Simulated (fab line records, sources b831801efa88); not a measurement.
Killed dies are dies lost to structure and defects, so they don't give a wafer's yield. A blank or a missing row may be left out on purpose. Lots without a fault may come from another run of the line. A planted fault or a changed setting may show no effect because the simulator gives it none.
Which tool did it? | flow sky130 | 10 lots, 30 wafers sampled, at 4 steps of a route of 708

WHAT THE GAUGES READ, wafer by wafer
SKY_VT_ADJUST_LVTN_TW_MEAS_21.
lot  | measured     | on            | VT_ADJUST_LVTN_2_TW
L829 | day 7 16:35  | film_metro-02 | 185.1 184.3 185.4
L830 | day 8 00:26  | film_metro-02 | 184.3 185.0 184.6
L834 | day 9 04:40  | film_metro-02 | 183.6 184.1 183.4
L835 | day 9 07:41  | film_metro-04 | 190.1 191.3 189.2
L836 | day 9 17:19  | film_metro-02 | 183.5 183.3 184.5
L838 | day 10 03:37 | film_metro-03 | 186.9 188.0 187.5
L841 | day 10 23:43 | film_metro-04 | 189.0 188.4 190.0
L850 | day 14 08:16 | film_metro-02 | 185.3 185.0 185.9
L852 | day 14 12:01 | film_metro-02 | 185.8 186.1 185.9
L851 | day 14 16:47 | film_metro-04 | 187.8 188.0 188.7

SKY_POLY_GATE_THK_MEAS_01.
lot  | measured     | on            | POLY_GATE_CVD_00_THK (nm)
L829 | day 14 12:06 | film_metro-04 | 179.4 178.5 178.9
L830 | day 14 12:07 | film_metro-02 | 180.5 181.2 179.9
L834 | day 15 13:40 | film_metro-01 | 180.0 180.8 179.7
L835 | day 15 20:00 | film_metro-04 | 181.5 179.2 180.5
L836 | day 16 06:41 | film_metro-04 | 180.4 181.4 181.0
L838 | day 17 01:01 | film_metro-02 | 179.2 179.5 179.3
L841 | day 17 20:21 | film_metro-04 | 173.1 164.8 150.7
L850 | day 22 01:59 | film_metro-04 | 180.8 180.9 180.5
L852 | day 22 04:20 | film_metro-01 | 179.4 178.4 178.3
L851 | day 22 10:11 | film_metro-02 | 179.7 177.7 179.0

WHICH TOOL RAN EACH LOT (tool, then ch and the chambers of the sampled wafers, then the start)
lot  | SKY_VT_ADJUST_PCH_STRIP_09           | SKY_POLY_GATE_CVD_00
L829 | plasma_asher-02 ch 0,1, day 10 08:22 | lpcvd-01 ch 1, day 14 10:52
L830 | plasma_asher-01 ch 0,1, day 10 17:25 | lpcvd-01 ch 1, day 14 10:52
L834 | plasma_asher-02 ch 0,1, day 11 23:16 | lpcvd-01 ch 1, day 15 12:28
L835 | plasma_asher-04 ch 0,1, day 12 02:31 | lpcvd-01 ch 1, day 15 18:47
L836 | plasma_asher-02 ch 0,1, day 12 14:10 | lpcvd-01 ch 1, day 16 05:29
L838 | plasma_asher-04 ch 0,1, day 13 01:37 | lpcvd-01 ch 0, day 16 23:48
L841 | plasma_asher-02 ch 0,1, day 13 23:56 | lpcvd-01 ch 0, day 17 19:09
L850 | plasma_asher-04 ch 0,1, day 17 19:25 | lpcvd-01 ch 1, day 22 00:47
L852 | plasma_asher-01 ch 0,1, day 17 23:03 | lpcvd-01 ch 1, day 22 03:08
L851 | plasma_asher-02 ch 0,1, day 18 04:23 | lpcvd-01 ch 0, day 22 08:58
- SKY_VT_ADJUST_PCH_STRIP_09: strips in O2/N2.
- SKY_POLY_GATE_CVD_00: deposits poly-Si, target thk 180 nm, time 720 s.

WHAT THE TOOLS THEMSELVES READ (means of the sampled wafers that have a number; where no wafer has one, the mark that the record gives instead)
SKY_VT_ADJUST_PCH_STRIP_09.
lot  | tool            | drypump_motor_current_A (A) | oes_product_au (a.u.) | strip_time_to_endpoint_s (s)
L829 | plasma_asher-02 | 6.1                         | 0.722                 | 36.99
L830 | plasma_asher-01 | 5.8                         | 0.721                 | 37.03
L834 | plasma_asher-02 | 5.7                         | 0.724                 | 36.98
L835 | plasma_asher-04 | 5.5                         | 0.728                 | 36.99
L836 | plasma_asher-02 | 5.8                         | 0.718                 | 36.84
L838 | plasma_asher-04 | 5.8                         | 0.725                 | 36.93
L841 | plasma_asher-02 | 6.1                         | 0.723                 | 36.89
L850 | plasma_asher-04 | 5.8                         | 0.727                 | 37.14
L852 | plasma_asher-01 | 6.1                         | 0.719                 | 36.86
L851 | plasma_asher-02 | 6.1                         | 0.715                 | 36.61

SKY_POLY_GATE_CVD_00.
lot  | tool     | spike_tc_centre_C (C) | spike_tc_lower_C (C) | spike_tc_upper_C (C) | zone_power_centre_pct (%) | zone_power_lower_pct (%) | zone_power_upper_pct (%)
L829 | lpcvd-01 | 620.5                 | 619.4                | 616.7                | 9.8                       | 7.5                      | 8.27
L830 | lpcvd-01 | 619.6                 | 618.5                | 616.7                | 9.8                       | 7.6                      | 8.26
L834 | lpcvd-01 | 618.7                 | 620.1                | 617.6                | 9.7                       | 7.5                      | 8.25
L835 | lpcvd-01 | 619.5                 | 619.2                | 618.3                | 9.8                       | 7.5                      | 8.24
L836 | lpcvd-01 | 619.6                 | 618.9                | 618.6                | 9.8                       | 7.5                      | 8.34
L838 | lpcvd-01 | 622.8                 | 620.3                | 619.9                | 9.0                       | 9.7                      | 8.01
L841 | lpcvd-01 | 590.1                 | 624.0                | 625.7                | 3.6                       | 12.9                     | 10.46
L850 | lpcvd-01 | 619.6                 | 620.1                | 617.0                | 9.8                       | 7.5                      | 8.24
L852 | lpcvd-01 | 619.6                 | 619.5                | 616.9                | 9.7                       | 7.5                      | 8.26
L851 | lpcvd-01 | 623.2                 | 619.7                | 620.8                | 9.1                       | 9.8                      | 7.99

THE ANSWER, worked out from the rows above alone
Rule: what is usual is taken from the lots themselves. Put in order of their means at a reading, lots are off if they are a third of the lots or fewer, leave a main group of 4 or more, and stand apart from it by a gap of 3 or more times the standard deviation of the main group's means; of several such gaps the widest counts. A main group whose means are all the same, to the digits that the tables above print for the reading, isn't used. A lot without any number at a reading at which 4 lots or more have one is off too. The other lots that the step has rows for count as sound. The gauges are gone through in route order, then the tools' own readings, and for those a lot's mean is taken as printed above. The first step at which some lot is off is used, and at that step the reading that is off furthest; a lot without a number counts as furthest.
Off: L841, at SKY_POLY_GATE_THK_MEAS_01 (POLY_GATE_CVD_00_THK). The main group: mean 179.8 nm, standard deviation 0.84.
A tool fits if, at a process step before that reading, it ran every lot that is off, and no sound lot after the first of them. The gauges at SKY_POLY_GATE_THK_MEAS_01 aren't tried: what is off there is off at SKY_POLY_GATE_CVD_00 too, on other tools, and a gauge's error can't cause that. None of those tried fits.

WHAT THE SIMULATOR HAD PUT IN
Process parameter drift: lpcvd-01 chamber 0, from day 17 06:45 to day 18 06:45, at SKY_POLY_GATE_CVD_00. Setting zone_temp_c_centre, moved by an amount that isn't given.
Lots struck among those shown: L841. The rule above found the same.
